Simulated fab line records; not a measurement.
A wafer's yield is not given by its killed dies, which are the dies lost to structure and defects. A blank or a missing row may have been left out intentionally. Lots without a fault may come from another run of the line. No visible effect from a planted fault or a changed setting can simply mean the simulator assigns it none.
Which tool is to blame? :: flow gf180mcu :: 6 lots with 18 wafers sampled at 2 steps, on a route of 602 steps

WHAT THE GAUGES READ, wafer by wafer
GF_NSD_OVL_MEAS_08.
lot: L870
measured: day 13 20:08
on: overlay-02
NSD_OVL (nm): -4.4 -3.4 -2.2

lot: L872
measured: day 14 17:50
on: overlay-01
NSD_OVL (nm): -2.3 -2.1 -1.4

lot: L874
measured: day 15 18:12
on: overlay-02
NSD_OVL (nm): 0.1 -1.0 -1.9

lot: L876
measured: day 16 04:44
on: overlay-02
NSD_OVL (nm): -1.8 -0.7 -1.8

lot: L885
measured: day 19 02:57
on: overlay-01
NSD_OVL (nm): -85.2 -84.6 -83.5

lot: L892
measured: day 21 10:11
on: overlay-01
NSD_OVL (nm): -2.4 -2.5 -3.0

WHICH TOOL RAN EACH LOT (tool, then ch and the chambers of the sampled wafers, then the start)
lot: L870
GF_NSD_EXPOSE_04: iline-stepper-01 ch 0, day 13 10:11

lot: L872
GF_NSD_EXPOSE_04: iline-stepper-01 ch 0, day 14 07:45

lot: L874
GF_NSD_EXPOSE_04: iline-stepper-01 ch 0, day 15 07:54

lot: L876
GF_NSD_EXPOSE_04: iline-stepper-01 ch 0, day 15 17:35

lot: L885
GF_NSD_EXPOSE_04: iline-stepper-01 ch 0, day 18 15:01

lot: L892
GF_NSD_EXPOSE_04: iline-stepper-02 ch 0, day 20 21:58
- GF_NSD_EXPOSE_04: exposes mask Nplus, target cd 400 nm.

THE ANSWER, worked out from the rows above alone
Rule: the lots themselves supply what counts as usual. Put in order of their means at a reading, lots are off if they are a third of the lots or fewer, leave a main group of 4 or more, and stand apart from it by a gap of 3 or more times the standard deviation of the main group's means; of several such gaps the widest counts. A main group is skipped when, at the precision printed for the reading in the tables above, its means are all equal. Also off: a lot with no number at a reading for which 4 or more lots have one. All remaining lots with rows at the step are treated as sound.
Off: at GF_NSD_OVL_MEAS_08 (NSD_OVL), L885. Main group: mean -2.1 nm, sd 0.85.
If a tool, at a process step before that reading, ran all the lots that are off and no sound lot after the first of them, it fits. Those tools and the gauges at GF_NSD_OVL_MEAS_08 are tried in the same way. One fits: iline-stepper-01 at GF_NSD_EXPOSE_04. Its last sound lot is L876 (day 15 17:35), its first lot that is off L885 (day 18 15:01): a fault that began between those two fits.

WHAT THE SIMULATOR PUT IN
Scanner matching overlay: iline-stepper-01, from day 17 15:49 on, at GF_NSD_EXPOSE_04. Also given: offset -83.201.
Struck lots among those shown: L885. The rule above found the same.
